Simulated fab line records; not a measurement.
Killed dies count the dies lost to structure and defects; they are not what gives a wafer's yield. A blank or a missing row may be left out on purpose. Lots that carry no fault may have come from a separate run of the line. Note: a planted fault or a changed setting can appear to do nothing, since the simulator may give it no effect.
Matching of chambers | flow sky130 | rie diel-04 running SKY_LI_CONTACT_ETCH_14: 4 sister chambers
The step etches BARC in N2/H2, stops on SiO2, time 45.9 s, target depth 60 nm. 8 wafers are shown with their chamber, then 9 later ones without.

== WAFERS WITH THEIR CHAMBER ==
wafer  | chamber | drypump motor current A (A) | throttle valve pct (%)
L076.1 | 2       | 5.5                         | 13.221
L079.3 | 2       | 5.5                         | 13.220
L083.1 | 0       | 5.2                         | 13.229
L083.4 | 3       | 4.7                         | 13.233
L083.6 | 1       | 5.3                         | 13.226
L086.1 | 0       | 5.1                         | 13.213
L086.3 | 1       | 5.3                         | 13.223
L086.5 | 3       | 4.7                         | 13.222

== WAFERS MISSING THEIR CHAMBER ==
wafer  | drypump motor current A (A) | throttle valve pct (%)
L090.1 | 4.7                         | 13.218
L090.2 | 5.2                         | 13.239
L090.6 | 5.2                         | 13.232
L091.1 | 5.2                         | 13.226
L091.3 | 4.7                         | 13.232
L091.6 | 5.5                         | 13.233
L092.1 | 5.4                         | 13.221
L092.2 | 5.2                         | 13.222
L092.6 | 5.5                         | 13.225

== EACH ONE'S CHAMBER ==
wafer  | from the rows above     | in truth
L090.1 | 3                       | 3
L090.2 | can't be placed: 0 or 1 | 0
L090.6 | can't be placed: 0 or 1 | 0
L091.1 | can't be placed: 0 or 1 | 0
L091.3 | 3                       | 3
L091.6 | 2                       | 2
L092.1 | can't be placed: 2 or 1 | 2
L092.2 | can't be placed: 0 or 1 | 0
L092.6 | 2                       | 2
Correct placement for 4 of the 9. These rows do not allow placing 5 (true chamber among the candidates in 5). Wrongly placed: 0.
How it was worked out, from the rows above alone: a wafer's distance from a chamber is the root of the sum, over the readings, of the square of ((its reading less the chamber's mean) divided by the reading's scatter). If the next closest chamber is less than 2 further off than the closest, the wafer can't be placed; otherwise it belongs to the closest. For every chamber, the mean is computed from those of its wafers that are shown. The scatter: the root of (the sum of the squares of (reading less its chamber's mean) over the shown wafers, divided by (wafers less chambers)).
